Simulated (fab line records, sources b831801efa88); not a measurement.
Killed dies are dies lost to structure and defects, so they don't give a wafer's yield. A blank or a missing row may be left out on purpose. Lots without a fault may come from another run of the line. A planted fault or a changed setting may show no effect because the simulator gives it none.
fab line records | flow sky130
record lots=15 wafers=45 last_day=50
route steps=708 shown VIA3@593 METAL4@598 CAP2M@614
lots that met no fault: from a run of the same line without faults
start_h: hours from the record's first day to the start of the lot's first wafer shown | wait_h: hours since the lot's step before | " the same as in the row above | L1.1+2: a row that stands for several wafers | - no value, or no start given | * or withheld: withheld | < > ~ a bound
route shown NAME@n: a module of which the file shows steps, and the number in the route of the first | usual: mean/standard deviation of fault-free wafers | same: alike in all rows | chamber/n: place in a boat | sites: the reading at each site | _std_site: their standard deviation | _edge_site: outer sites' mean less inner sites' | radius_mm: how far each site lies from the wafer's centre | mask NAME#n: copy n | behind: the tool/chamber that last shaped the wafer | hold: why the lot was held/for how many hours/how that ended | device: the transistor (n, p or np) that didn't switch | end of line: the same wafers' tests at the end of the route | a step without rows: its recipe alone | killed: dies lost to structure and defects at the first sort, not the wafer's yield | map: a wafer's dies, x killed, . not, _ none there
set.NAME: the setting as run; set.NAME@STEP: as run at that earlier step | model.NAME: the simulator's own value behind a step, which no gauge read
steps of the route over a sample of lots; a table a step, a row a wafer
services: from which hour (start_h, from the record's first day; less than 0 if before it) a tool's chamber was out of use, for how many hours, and why
## steps
# step SKY_VIA3_SPUTTER_20
# recipe material=TiN target_thk_nm=20 chamber_pressure_pa=5 power_w=4000 time_s=80
# usual throttle_valve_pct=30.1/1
# columns lot.wafer tool chamber start_h wait_h throttle_valve_pct
L899.1 pvd_sputter-01 - 919.89 0.0 31.9
L899.4 " - " " 30.5
L899.6 " - " " 31.4
L900.2 pvd_sputter-01 - 936.29 0.0 30.6
L900.3 " - " " 30.6
L900.6 " - " " 31.4
L901.1 pvd_sputter-03 - 945.85 0.0 30.4
L901.3 " - " " 29.6
L901.6 " - " " 30.4
L906.4 pvd_sputter-01 - 988.40 0.0 30.7
L906.5 " - " " 30.2
L906.6 " - " " 31.7
L908.2 pvd_sputter-02 - 993.22 0.0 29.7
L908.5 " - " " 27.7
L908.6 " - " " 29.2
L909.3 pvd_sputter-03 - 1007.74 0.0 31.1
L909.4 " - " " 28.4
L909.5 " - " " 31.3
L910.1 pvd_sputter-03 - 1009.72 0.0 28.8
L910.3 " - " " 31.2
L910.4 " - " " 30.3
L911.4 pvd_sputter-02 - 1018.82 0.0 27.7
L911.5 " - " " 29.3
L911.6 " - " " 29.6
L912.1 pvd_sputter-02 - 1026.24 0.0 29.8
L912.2 " - " " 29.7
L912.5 " - " " 29.5
L916.2 pvd_sputter-01 - 1047.41 0.0 30.2
L916.3 " - " " 30.5
L916.4 " - " " 31.5
L917.3 pvd_sputter-01 - 1053.28 0.0 31.6
L917.4 " - " " 30.3
L917.6 " - " " 30.2
L918.1 pvd_sputter-01 - 1059.12 0.0 30.3
L918.2 " - " " 30.7
L918.4 " - " " 31.6
L919.1 pvd_sputter-03 - 1062.28 0.0 29.7
L919.2 " - " " 30.2
L919.4 " - " " 31.4
L920.3 pvd_sputter-03 - 1066.79 0.0 30.4
L920.5 " - " " 30.3
L920.6 " - " " 29.7
L921.2 pvd_sputter-02 - 1073.37 0.0 29.4
L921.4 " - " " 29.8
L921.6 " - " " 29.5
# step SKY_METAL4_SPUTTER_00
# recipe material=Ti target_thk_nm=15 power_w=3000 time_s=10 chamber_pressure_pa=0.4
# usual throttle_valve_pct=29.5/0.95
# columns lot.wafer tool chamber start_h wait_h throttle_valve_pct
L899.1 pvd_sputter-02 - 920.56 0.2 29.6
L899.4 " - " " 30.0
L899.6 " - " " 27.8
L900.2 pvd_sputter-02 - 936.95 0.1 29.2
L900.3 " - " " 29.4
L900.6 " - " " 29.8
L901.1 pvd_sputter-02 - 946.51 0.2 27.7
L901.3 " - " " 29.1
L901.6 " - " " 29.9
L906.4 pvd_sputter-02 - 989.09 0.3 29.0
L906.5 " - " " 27.8
L906.6 " - " " 29.3
L908.2 pvd_sputter-01 - 993.88 0.2 31.8
L908.5 " - " " 30.3
L908.6 " - " " 31.6
L909.3 pvd_sputter-01 - 1008.40 0.1 30.7
L909.4 " - " " 30.2
L909.5 " - " " 31.6
L910.1 pvd_sputter-04 - 1010.39 0.1 29.0
L910.3 " - " " 29.6
L910.4 " - " " 29.1
L911.4 pvd_sputter-02 - 1019.48 0.2 29.2
L911.5 " - " " 27.6
L911.6 " - " " 29.5
L912.1 pvd_sputter-04 - 1027.09 0.2 29.7
L912.2 " - " " 29.7
L912.5 " - " " 30.1
L916.2 pvd_sputter-01 - 1048.07 0.1 30.7
L916.3 " - " " 30.3
L916.4 " - " " 31.7
L917.3 pvd_sputter-04 - 1053.95 0.1 30.1
L917.4 " - " " 28.7
L917.6 " - " " 30.3
L918.1 pvd_sputter-02 - 1059.78 0.1 29.8
L918.2 " - " " 29.6
L918.4 " - " " 27.5
L919.1 pvd_sputter-02 - 1062.98 0.2 29.6
L919.2 " - " " 27.4
L919.4 " - " " 29.1
L920.3 pvd_sputter-04 - 1067.49 0.2 29.4
L920.5 " - " " 29.0
L920.6 " - " " 30.1
L921.2 pvd_sputter-04 - 1074.07 0.2 30.1
L921.4 " - " " 28.6
L921.6 " - " " 28.7
# step SKY_METAL4_SPUTTER_03
# recipe material=Ti target_thk_nm=5 power_w=3000 time_s=3.3 chamber_pressure_pa=0.4
# usual throttle_valve_pct=29.5/0.95
# columns lot.wafer tool chamber start_h wait_h throttle_valve_pct
L899.1 pvd_sputter-02 - 920.64 0.0 29.6
L899.4 " - " " 29.6
L899.6 " - " " 27.8
L900.2 pvd_sputter-02 - 937.04 0.0 29.2
L900.3 " - " " 29.8
L900.6 " - " " 29.6
L901.1 pvd_sputter-02 - 946.60 0.0 27.7
L901.3 " - " " 29.1
L901.6 " - " " 29.5
L906.4 pvd_sputter-02 - 989.17 0.0 28.9
L906.5 " - " " 27.5
L906.6 " - " " 28.9
L908.2 pvd_sputter-01 - 993.97 0.0 31.6
L908.5 " - " " 30.3
L908.6 " - " " 31.6
L909.3 pvd_sputter-01 - 1008.49 0.0 30.7
L909.4 " - " " 30.3
L909.5 " - " " 31.5
L910.1 pvd_sputter-04 - 1010.47 0.0 29.2
L910.3 " - " " 29.3
L910.4 " - " " 29.0
L911.4 pvd_sputter-02 - 1019.57 0.0 29.3
L911.5 " - " " 27.6
L911.6 " - " " 29.5
L912.1 pvd_sputter-04 - 1027.18 0.0 30.2
L912.2 " - " " 29.5
L912.5 " - " " 30.1
L916.2 pvd_sputter-01 - 1048.16 0.0 30.6
L916.3 " - " " 30.3
L916.4 " - " " 31.4
L917.3 pvd_sputter-04 - 1054.03 0.0 30.0
L917.4 " - " " 28.8
L917.6 " - " " 30.1
L918.1 pvd_sputter-02 - 1059.87 0.0 29.8
L918.2 " - " " 29.4
L918.4 " - " " 27.7
L919.1 pvd_sputter-02 - 1063.06 0.0 29.8
L919.2 " - " " 27.7
L919.4 " - " " 29.0
L920.3 pvd_sputter-04 - 1067.58 0.0 29.7
L920.5 " - " " 28.8
L920.6 " - " " 30.2
L921.2 pvd_sputter-04 - 1074.16 0.0 29.9
L921.4 " - " " 28.9
L921.6 " - " " 28.7
# step SKY_CAP2M_DEVELOP_11
# recipe resist=NOVOLAK developer=TMAH develop_time_s=60 dev_temp_c=23
# usual chill_plate_temp_C=23.00/0.1 develop_time_s=60/0
# columns lot.wafer tool chamber start_h wait_h chill_plate_temp_C develop_time_s
L899.1 litho_track-02 0 945.37 0.1 23.06 60
L899.4 " 0 " " 23.05 60
L899.6 " 0 " " 23.14 60
L900.2 litho_track-03 0 960.78 0.1 23.04 60
L900.3 " 0 " " 23.05 60
L900.6 " 0 " " 23.17 60
L901.1 litho_track-03 0 970.55 0.1 23.04 60
L901.3 " 0 " " 22.97 60
L901.6 " 0 " " 22.99 60
L906.4 litho_track-03 0 1012.63 0.1 22.98 60
L906.5 " 0 " " 23.05 60
L906.6 " 0 " " 23.03 60
L908.2 litho_track-03 - 1017.38 0.1 - -
L908.5 " - " " - -
L908.6 " - " " - -
L909.3 litho_track-02 - 1030.52 0.1 - -
L909.4 " - " " - -
L909.5 " - " " - -
L910.1 litho_track-01 - 1032.69 0.1 - -
L910.3 " - " " - -
L910.4 " - " " - -
L911.4 litho_track-01 0 1041.86 0.1 23.10 60
L911.5 " 0 " " 23.03 60
L911.6 " 0 " " 22.95 60
L912.1 litho_track-01 0 1049.24 0.1 23.04 60
L912.2 " 0 " " 23.23 60
L912.5 " 0 " " 23.07 60
L916.2 litho_track-01 0 1070.06 0.1 22.97 60
L916.3 " 0 " " 22.98 60
L916.4 " 0 " " 23.04 60
L917.3 litho_track-01 0 1075.34 0.1 23.03 60
L917.4 " 0 " " 22.95 60
L917.6 " 0 " " 23.11 60
L918.1 litho_track-01 0 1080.74 0.1 22.82 60
L918.2 " 0 " " 22.97 60
L918.4 " 0 " " 22.96 60
L919.1 litho_track-02 0 1084.37 0.1 23.07 60
L919.2 " 0 " " 22.95 60
L919.4 " 0 " " 22.92 60
L920.3 litho_track-01 0 1088.34 0.1 23.03 60
L920.5 " 0 " " 23.06 60
L920.6 " 0 " " 22.97 60
L921.2 litho_track-01 0 1095.41 0.1 22.87 60
L921.4 " 0 " " 22.84 60
L921.6 " 0 " " 23.07 60
## services
# columns tool chamber start_h hours kind
pvd_sputter-02 - 930.75 5.9 repair
pvd_sputter-04 - 943.24 5.2 repair
pvd_sputter-04 - 945.85 2.0 repair
pvd_sputter-02 - 970.92 0.8 repair
pvd_sputter-01 - 1007.24 0.7 repair
pvd_sputter-02 - 1012.24 4.2 repair
pvd_sputter-02 - 1036.83 2.9 repair
pvd_sputter-04 - 1046.41 2.3 repair
pvd_sputter-02 - 1079.05 4.1 repair
pvd_sputter-04 - 1079.33 1.2 repair
pvd_sputter-04 - 1088.94 0.6 repair
## key
first_sign step=SKY_CAP2M_DEVELOP_11 reading=tool_record direction=missing
effect none on later readings
met_at SKY_CAP2M_DEVELOP_11
struck_lots L908,L909,L910
later_rows_left_out L908.2,L908.5,L908.6,L909.3,L909.4,L909.5,L910.1,L910.3,L910.4
sort_left_out L908.2,L908.5,L908.6,L909.3,L909.4,L909.5,L910.1,L910.3,L910.4
not_acting_at SKY_VIA3_SPUTTER_20,SKY_METAL4_SPUTTER_00,SKY_METAL4_SPUTTER_03
onset_between 1012.63 1017.38
fault kind=skipped_step_whole tool=litho_track-01,litho_track-02,litho_track-03 chamber=- onset_h=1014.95 steps=SKY_CAP2M_DEVELOP_11 scope=struck_lots_only
# sort_left_out: the simulated sort isn't trusted on such a fault, so these wafers' sort isn't shown, and their yield isn't known
# later_rows_left_out: the simulator's readings of these wafers behind a module that went badly wrong aren't trusted and aren't shown, but for the sort
